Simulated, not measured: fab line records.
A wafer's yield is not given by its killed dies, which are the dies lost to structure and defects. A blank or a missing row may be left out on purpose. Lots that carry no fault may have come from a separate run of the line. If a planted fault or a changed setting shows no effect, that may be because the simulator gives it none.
What tool caused it? / flow sky130 / 12 lots, 36 wafers sampled, at 5 steps of a route of 708

WHAT EACH GAUGE READ, for each wafer
SKY_SONOS_TUNNEL_CD_MEAS_07: target cd 410 nm.
lot=L720; measured=day 11 10:22; on=cd sem-01; cd nm (nm)=410.9 410.6 410.5
lot=L721; measured=day 11 15:15; on=cd sem-02; cd nm (nm)=410.1 409.0 410.4
lot=L722; measured=day 12 03:31; on=cd sem-01; cd nm (nm)=409.4 409.8 409.5
lot=L723; measured=day 12 12:31; on=cd sem-02; cd nm (nm)=408.6 409.4 409.7
lot=L724; measured=day 12 20:53; on=cd sem-01; cd nm (nm)=409.8 411.1 409.4
lot=L725; measured=day 13 05:14; on=cd sem-01; cd nm (nm)=410.4 411.6 412.2
lot=L727; measured=day 13 15:04; on=cd sem-01; cd nm (nm)=411.1 409.5 412.7
lot=L730; measured=day 14 23:40; on=cd sem-02; cd nm (nm)=412.4 415.4 410.6
lot=L732; measured=day 15 08:38; on=cd sem-02; cd nm (nm)=408.2 407.9 406.0
lot=L735; measured=day 16 03:30; on=cd sem-01; cd nm (nm)=410.3 410.9 411.3
lot=L736; measured=day 16 18:45; on=cd sem-02; cd nm (nm)=412.3 412.0 413.4
lot=L737; measured=day 16 23:44; on=cd sem-01; cd nm (nm)=409.0 410.2 411.0

SKY_SONOS_ONO_THK_MEAS_03.
lot=L720; measured=day 11 15:09; on=film metro-04; SONOS_ONO_CVD_02_THK (nm)=10.75 10.78 10.63
lot=L721; measured=day 11 22:57; on=film metro-02; SONOS_ONO_CVD_02_THK (nm)=10.45 10.66 10.52
lot=L722; measured=day 12 06:37; on=film metro-02; SONOS_ONO_CVD_02_THK (nm)=10.55 10.60 10.61
lot=L723; measured=day 12 20:59; on=film metro-02; SONOS_ONO_CVD_02_THK (nm)=10.45 10.42 10.52
lot=L724; measured=day 13 04:02; on=film metro-04; SONOS_ONO_CVD_02_THK (nm)=10.52 10.43 10.29
lot=L725; measured=day 13 10:21; on=film metro-01; SONOS_ONO_CVD_02_THK (nm)=10.52 10.55 10.47
lot=L727; measured=day 13 21:14; on=film metro-02; SONOS_ONO_CVD_02_THK (nm)=10.46 10.57 10.51
lot=L730; measured=day 15 04:07; on=film metro-04; SONOS_ONO_CVD_02_THK (nm)=10.33 10.40 10.27
lot=L732; measured=day 15 18:38; on=film metro-01; SONOS_ONO_CVD_02_THK (nm)=10.51 10.56 10.45
lot=L735; measured=day 16 10:09; on=film metro-02; SONOS_ONO_CVD_02_THK (nm)=10.40 10.48 10.50
lot=L736; measured=day 16 22:15; on=film metro-02; SONOS_ONO_CVD_02_THK (nm)=19.01 18.95 19.01
lot=L737; measured=day 17 04:23; on=film metro-04; SONOS_ONO_CVD_02_THK (nm)=18.95 18.89 18.92

WHICH TOOL RAN EACH LOT (tool, then ch and the chambers of the sampled wafers, then the start)
lot=L720; SKY_FIELD_ISO_CMP_27=cmp-01 ch 1,2, day 2 11:39; SKY_VT_ADJUST_HVTP_STRIP_10=plasma asher-03 ch 0,1, day 6 04:27; SKY_SONOS_ONO_CVD_02=lpcvd-02 ch 0, day 11 14:05
lot=L721; SKY_FIELD_ISO_CMP_27=cmp-01 ch 0,2,3, day 2 14:41; SKY_VT_ADJUST_HVTP_STRIP_10=plasma asher-03 ch 0,1, day 6 09:36; SKY_SONOS_ONO_CVD_02=lpcvd-02 ch 0, day 11 21:54
lot=L722; SKY_FIELD_ISO_CMP_27=cmp-01 ch 0,1, day 2 21:50; SKY_VT_ADJUST_HVTP_STRIP_10=plasma asher-01 ch 0,1, day 6 17:03; SKY_SONOS_ONO_CVD_02=lpcvd-02 ch 0, day 12 05:34
lot=L723; SKY_FIELD_ISO_CMP_27=cmp-01 ch 0,2,3, day 3 03:19; SKY_VT_ADJUST_HVTP_STRIP_10=plasma asher-04 ch 0,1, day 6 23:36; SKY_SONOS_ONO_CVD_02=lpcvd-02 ch 1, day 12 19:25
lot=L724; SKY_FIELD_ISO_CMP_27=cmp-02 ch 2,3, day 3 09:34; SKY_VT_ADJUST_HVTP_STRIP_10=plasma asher-04 ch 0,1, day 7 07:47; SKY_SONOS_ONO_CVD_02=lpcvd-02 ch 0, day 13 02:58
lot=L725; SKY_FIELD_ISO_CMP_27=cmp-01 ch 2,3, day 3 11:31; SKY_VT_ADJUST_HVTP_STRIP_10=plasma asher-03 ch 0,1, day 7 14:27; SKY_SONOS_ONO_CVD_02=lpcvd-02 ch 0, day 13 09:17
lot=L727; SKY_FIELD_ISO_CMP_27=cmp-01 ch 0,2, day 3 21:47; SKY_VT_ADJUST_HVTP_STRIP_10=plasma asher-03 ch 0,1, day 7 23:12; SKY_SONOS_ONO_CVD_02=lpcvd-02 ch 1, day 13 20:11
lot=L730; SKY_FIELD_ISO_CMP_27=cmp-01 ch 1,2, day 4 18:38; SKY_VT_ADJUST_HVTP_STRIP_10=plasma asher-03 ch 0,1, day 9 01:36; SKY_SONOS_ONO_CVD_02=lpcvd-02 ch 1, day 15 03:02
lot=L732; SKY_FIELD_ISO_CMP_27=cmp-01 ch 0,1,3, day 4 23:07; SKY_VT_ADJUST_HVTP_STRIP_10=plasma asher-01 ch 0,1, day 9 09:01; SKY_SONOS_ONO_CVD_02=lpcvd-02 ch 1, day 15 17:34
lot=L735; SKY_FIELD_ISO_CMP_27=cmp-02 ch 0,1,2, day 5 15:04; SKY_VT_ADJUST_HVTP_STRIP_10=plasma asher-03 ch 0,1, day 10 00:15; SKY_SONOS_ONO_CVD_02=lpcvd-02 ch 0, day 16 09:06
lot=L736; SKY_FIELD_ISO_CMP_27=cmp-02 ch 2,3, day 5 22:12; SKY_VT_ADJUST_HVTP_STRIP_10=plasma asher-04 ch 0,1, day 10 10:13; SKY_SONOS_ONO_CVD_02=lpcvd-02 ch 0, day 16 21:12
lot=L737; SKY_FIELD_ISO_CMP_27=cmp-01 ch 1,2,3, day 6 02:23; SKY_VT_ADJUST_HVTP_STRIP_10=plasma asher-04 ch 0,1, day 10 15:38; SKY_SONOS_ONO_CVD_02=lpcvd-02 ch 0, day 17 03:19
- SKY_FIELD_ISO_CMP_27: polishes, stops on Si3N4, t overpolish 16 s, target thk 457.8 nm.
- SKY_VT_ADJUST_HVTP_STRIP_10: strips in O2/N2.
- SKY_SONOS_ONO_CVD_02: deposits Si3N4 from DCS/NH3, target thk 10.5 nm, time 180 s.

AS READ BY THE TOOLS THEMSELVES (means over the sampled wafers that have a number; for cases with no such wafer, the mark the record gives instead)
SKY_FIELD_ISO_CMP_27.
lot=L720; tool=cmp-01; motor current A (A)=13.5; overpolish run s (s)=16.002; time to endpoint s (s)=112
lot=L721; tool=cmp-01; motor current A (A)=12.3; overpolish run s (s)=16.004; time to endpoint s (s)=109
lot=L722; tool=cmp-01; motor current A (A)=11.9; overpolish run s (s)=16.000; time to endpoint s (s)=112
lot=L723; tool=cmp-01; motor current A (A)=12.8; overpolish run s (s)=16.007; time to endpoint s (s)=115
lot=L724; tool=cmp-02; motor current A (A)=11.8; overpolish run s (s)=16.006; time to endpoint s (s)=114
lot=L725; tool=cmp-01; motor current A (A)=12.6; overpolish run s (s)=16.003; time to endpoint s (s)=110
lot=L727; tool=cmp-01; motor current A (A)=11.2; overpolish run s (s)=16.003; time to endpoint s (s)=114
lot=L730; tool=cmp-01; motor current A (A)=13.0; overpolish run s (s)=15.992; time to endpoint s (s)=114
lot=L732; tool=cmp-01; motor current A (A)=13.4; overpolish run s (s)=16.003; time to endpoint s (s)=115
lot=L735; tool=cmp-02; motor current A (A)=12.5; overpolish run s (s)=16.003; time to endpoint s (s)=113
lot=L736; tool=cmp-02; motor current A (A)=11.3; overpolish run s (s)=15.996; time to endpoint s (s)=115
lot=L737; tool=cmp-01; motor current A (A)=13.3; overpolish run s (s)=16.001; time to endpoint s (s)=117

SKY_VT_ADJUST_HVTP_STRIP_10.
lot=L720; tool=plasma asher-03; chamber pressure mTorr (mTorr)=1500.5; drypump motor current A (A)=6.3; oes product au (a.u.)=0.715; strip time to endpoint s (s)=14.19
lot=L721; tool=plasma asher-03; chamber pressure mTorr (mTorr)=1500.4; drypump motor current A (A)=6.4; oes product au (a.u.)=0.715; strip time to endpoint s (s)=14.18
lot=L722; tool=plasma asher-01; chamber pressure mTorr (mTorr)=1500.6; drypump motor current A (A)=5.4; oes product au (a.u.)=0.715; strip time to endpoint s (s)=14.09
lot=L723; tool=plasma asher-04; chamber pressure mTorr (mTorr)=1500.2; drypump motor current A (A)=6.0; oes product au (a.u.)=0.716; strip time to endpoint s (s)=14.16
lot=L724; tool=plasma asher-04; chamber pressure mTorr (mTorr)=1500.3; drypump motor current A (A)=5.6; oes product au (a.u.)=0.709; strip time to endpoint s (s)=14.18
lot=L725; tool=plasma asher-03; chamber pressure mTorr (mTorr)=1499.7; drypump motor current A (A)=6.2; oes product au (a.u.)=0.717; strip time to endpoint s (s)=14.18
lot=L727; tool=plasma asher-03; chamber pressure mTorr (mTorr)=1499.5; drypump motor current A (A)=6.2; oes product au (a.u.)=0.718; strip time to endpoint s (s)=14.11
lot=L730; tool=plasma asher-03; chamber pressure mTorr (mTorr)=1500.0; drypump motor current A (A)=6.2; oes product au (a.u.)=0.714; strip time to endpoint s (s)=14.25
lot=L732; tool=plasma asher-01; chamber pressure mTorr (mTorr)=1501.1; drypump motor current A (A)=5.4; oes product au (a.u.)=0.715; strip time to endpoint s (s)=14.22
lot=L735; tool=plasma asher-03; chamber pressure mTorr (mTorr)=1499.9; drypump motor current A (A)=6.4; oes product au (a.u.)=0.720; strip time to endpoint s (s)=14.18
lot=L736; tool=plasma asher-04; chamber pressure mTorr (mTorr)=1499.8; drypump motor current A (A)=6.0; oes product au (a.u.)=0.713; strip time to endpoint s (s)=14.18
lot=L737; tool=plasma asher-04; chamber pressure mTorr (mTorr)=1499.0; drypump motor current A (A)=6.0; oes product au (a.u.)=0.716; strip time to endpoint s (s)=14.19

THE ANSWER, worked out from the rows above alone
Rule: the usual values come from the lots themselves. The widest of any qualifying gaps counts: lots, ordered by their means at a reading, are off when they make up no more than a third of the lots, leave a main group of 4 or more, and stand apart from it by 3 or more times the standard deviation of that group's means. The tables above print the reading to a certain number of digits; a main group whose means all agree to those digits is not used. Also off: a lot with no number at a reading for which 4 or more lots have one. All remaining lots with rows at the step are treated as sound. After the gauges, taken in route order, come the tools' own readings; for these a lot's mean is taken, as printed above. The first step at which some lot is off is used, and at that step the reading that is off furthest; a lot without a number counts as furthest.
Off: at SKY_SONOS_ONO_THK_MEAS_03 (SONOS_ONO_CVD_02_THK), L736, L737. For the main group the mean is 10.51 nm and the standard deviation 0.098.
A tool fits if, at a process step before that reading, it ran every lot that is off, and no sound lot after the first of them. Those tools and the gauges at SKY_SONOS_ONO_THK_MEAS_03 are tried in the same way. Can't be told from this: 2 tools fit, plasma asher-04 at SKY_VT_ADJUST_HVTP_STRIP_10, lpcvd-02 at SKY_SONOS_ONO_CVD_02.

WHAT WAS PUT IN BY THE SIMULATOR
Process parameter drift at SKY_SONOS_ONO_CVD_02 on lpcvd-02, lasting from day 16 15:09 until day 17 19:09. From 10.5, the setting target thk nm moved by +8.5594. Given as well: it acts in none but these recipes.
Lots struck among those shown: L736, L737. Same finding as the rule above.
